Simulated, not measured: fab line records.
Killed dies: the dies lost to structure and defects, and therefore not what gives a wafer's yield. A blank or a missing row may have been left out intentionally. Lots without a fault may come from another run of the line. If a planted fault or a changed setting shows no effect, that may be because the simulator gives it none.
Which tool was responsible? | flow sky130 | 39 wafers from 13 lots sampled at 4 of the route's 708 steps

== WHAT THE GAUGES SHOWED, per wafer ==
SKY_SONOS_ONO_OVL_MEAS_14. Usual: for SONOS_ONO_OVL the level is 1.0 nm and the standard deviation is 1.4.
lot  | measured     | on         | SONOS_ONO_OVL (nm) | flag
L555 | day 12 19:02 | overlay-02 | 3.4 1.0 2.8        |
L556 | day 13 00:15 | overlay-01 | -0.6 -0.5 0.0      |
L557 | day 13 05:23 | overlay-02 | 2.8 2.6 1.6        |
L558 | day 13 15:39 | overlay-01 | 1.9 0.8 0.5        |
L562 | day 15 02:47 | overlay-01 | -0.4 -0.5 -1.5     |
L564 | day 15 17:53 | overlay-01 | 0.1 0.2 -0.4       |
L565 | day 16 04:36 | overlay-02 | 2.2 1.8 0.8        |
L567 | day 17 03:17 | overlay-01 | 3.1 3.2 1.2        |
L568 | day 17 10:30 | overlay-02 | 0.8 2.6 2.2        |
L571 | day 18 13:47 | overlay-01 | 0.9 0.8 0.0        |
L573 | day 18 19:05 | overlay-01 | -0.7 -0.8 -0.7     |
L576 | day 20 19:29 | overlay-02 | 1.6 2.5 2.0        |
L578 | day 20 19:47 | overlay-01 | -1.5 -0.9 -0.1     |

SKY_SD_P_CD_MEAS_07: the cd target is 380 nm. Usual: cd nm reads 380.4 nm (standard deviation 2.6).
lot  | measured     | on        | cd nm (nm)                          | flag
L555 | day 25 10:31 | cd sem-01 | 380.5 383.0 382.5                   |
L556 | day 25 20:12 | cd sem-01 | 372.3 374.0 372.5                   |
L557 | day 25 22:48 | cd sem-02 | 382.1 382.9 382.2                   |
L558 | day 26 15:06 | cd sem-01 | 381.5 383.7 382.2                   |
L562 | day 27 23:31 | cd sem-02 | 381.4 383.4 385.5                   |
L564 | day 28 14:17 | cd sem-01 | 384.3 382.3 383.3                   |
L565 | day 29 05:19 | cd sem-02 | 382.3 381.9 381.7                   |
L567 | day 29 22:04 | cd sem-02 | 380.6 382.3 379.5                   |
L568 | day 30 09:59 | cd sem-01 | 381.5 380.5 380.3                   |
L571 | day 31 12:52 | cd sem-02 | 377.3 380.5 378.4                   |
L573 | day 31 16:52 | cd sem-02 | 150.9 151.3 150.2 150.9 151.1 149.7 | OFF
L576 | day 33 09:20 | cd sem-01 | 150.0 153.2 152.2 150.4 152.9 152.7 | OFF
L578 | day 33 07:34 | cd sem-01 | 378.4 380.5 381.0                   |

== WHAT TOOL EACH LOT RAN ON (gives the tool, then ch and the chambers of the sampled wafers, and finally the start) ==
lot  | SKY_SONOS_ONO_STRIP_17               | SKY_SD_P_DEVELOP_06
L555 | plasma asher-03 ch 0,1, day 12 19:11 | litho track-02 ch 0, day 25 10:22
L556 | plasma asher-03 ch 0, day 13 00:23   | litho track-04 ch 0, day 25 20:04
L557 | plasma asher-04 ch 0,1, day 13 05:33 | litho track-01 ch 0, day 25 22:40
L558 | plasma asher-01 ch 0,1, day 13 15:49 | litho track-01 ch 0, day 26 14:58
L562 | plasma asher-01 ch 0,1, day 15 02:56 | litho track-02 ch 0, day 27 23:22
L564 | plasma asher-03 ch 0,1, day 15 18:02 | litho track-04 ch 0, day 28 14:08
L565 | plasma asher-01 ch 0,1, day 16 04:46 | litho track-01 ch 0, day 29 05:11
L567 | plasma asher-03 ch 0,1, day 17 03:25 | litho track-01 ch 0, day 29 21:55
L568 | plasma asher-03 ch 0, day 17 10:38   | litho track-02 ch 0, day 30 09:50
L571 | plasma asher-01 ch 0,1, day 18 13:56 | litho track-02 ch 0, day 31 12:43
L573 | plasma asher-03 ch 0,1, day 18 19:14 | litho track-02 ch 0, day 31 16:43
L576 | plasma asher-01 ch 1, day 20 19:38   | litho track-02 ch 0, day 33 09:04
L578 | plasma asher-04 ch 0,1, day 20 19:58 | litho track-01 ch 0, day 33 07:25
- SKY_SONOS_ONO_STRIP_17: strips in O2/N2.
- SKY_SD_P_DEVELOP_06: develop time 60 s.

== AS READ BY THE TOOLS THEMSELVES (means over the sampled wafers that have a number; for cases with no such wafer, the mark the record gives instead) ==
SKY_SONOS_ONO_STRIP_17. Usual: drypump motor current A 5.3 A, standard deviation 0.42; n2 flow sccm 300.1 sccm, standard deviation 1; oes product au 0.710 a.u., standard deviation 0.0042; strip time to endpoint s 14.11 s, standard deviation 0.042.
lot  | tool            | drypump motor current A (A) | n2 flow sccm (sccm) | oes product au (a.u.) | strip time to endpoint s (s) | flag
L555 | plasma asher-03 | 5.0                         | 300.0               | 0.711                 | 14.15                        |
L556 | plasma asher-03 | 5.3                         | 300.1               | 0.715                 | 14.05                        |
L557 | plasma asher-04 | 6.1                         | 299.9               | 0.712                 | 14.11                        |
L558 | plasma asher-01 | 5.3                         | 300.7               | 0.715                 | 14.06                        |
L562 | plasma asher-01 | 5.3                         | 300.0               | 0.710                 | 14.11                        |
L564 | plasma asher-03 | 5.0                         | 299.1               | 0.713                 | 14.06                        |
L565 | plasma asher-01 | 5.2                         | 300.0               | 0.708                 | 14.13                        |
L567 | plasma asher-03 | 5.0                         | 299.2               | 0.708                 | 14.12                        |
L568 | plasma asher-03 | 5.3                         | 299.9               | 0.709                 | 14.12                        |
L571 | plasma asher-01 | 5.2                         | 301.4               | 0.708                 | 14.06                        |
L573 | plasma asher-03 | 5.0                         | 299.6               | 0.709                 | 14.12                        |
L576 | plasma asher-01 | 5.5                         | 299.8               | 0.707                 | 14.08                        |
L578 | plasma asher-04 | 6.0                         | 300.3               | 0.711                 | 14.20                        |

== THE ANSWER, worked out from the rows above alone ==
Rule: lot off if the mean of its wafers having a number is beyond 3 standard deviations from the usual mean. Also off: a lot with no number at a reading for which 4 or more lots have one. All remaining lots with rows at the step are treated as sound. Order of review: gauges by route order, followed by the tools' own readings, for which a lot's mean as printed above is used. The first step at which some lot is off is used, and at that step the reading that is off furthest; a lot without a number counts as furthest.
Off: L573, L576 (SKY_SD_P_CD_MEAS_07, cd nm).
If a tool, at a process step before that reading, ran all the lots that are off and no sound lot after the first of them, it fits. Gauges at SKY_SD_P_CD_MEAS_07: tried the same way as those tools. One fits: litho track-02 at SKY_SD_P_DEVELOP_06. A fault onset in the window from L571 (day 31 12:43, its last sound lot) to L573 (day 31 16:43, its first lot off) fits.

== WHAT HAD BEEN PUT IN BY THE SIMULATOR ==
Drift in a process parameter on litho track-02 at SKY_SD_P_DEVELOP_06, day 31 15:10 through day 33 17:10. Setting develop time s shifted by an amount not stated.
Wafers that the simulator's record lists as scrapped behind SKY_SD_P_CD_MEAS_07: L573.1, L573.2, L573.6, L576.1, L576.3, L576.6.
Lots struck among those shown: L573, L576. The rule above found the same.
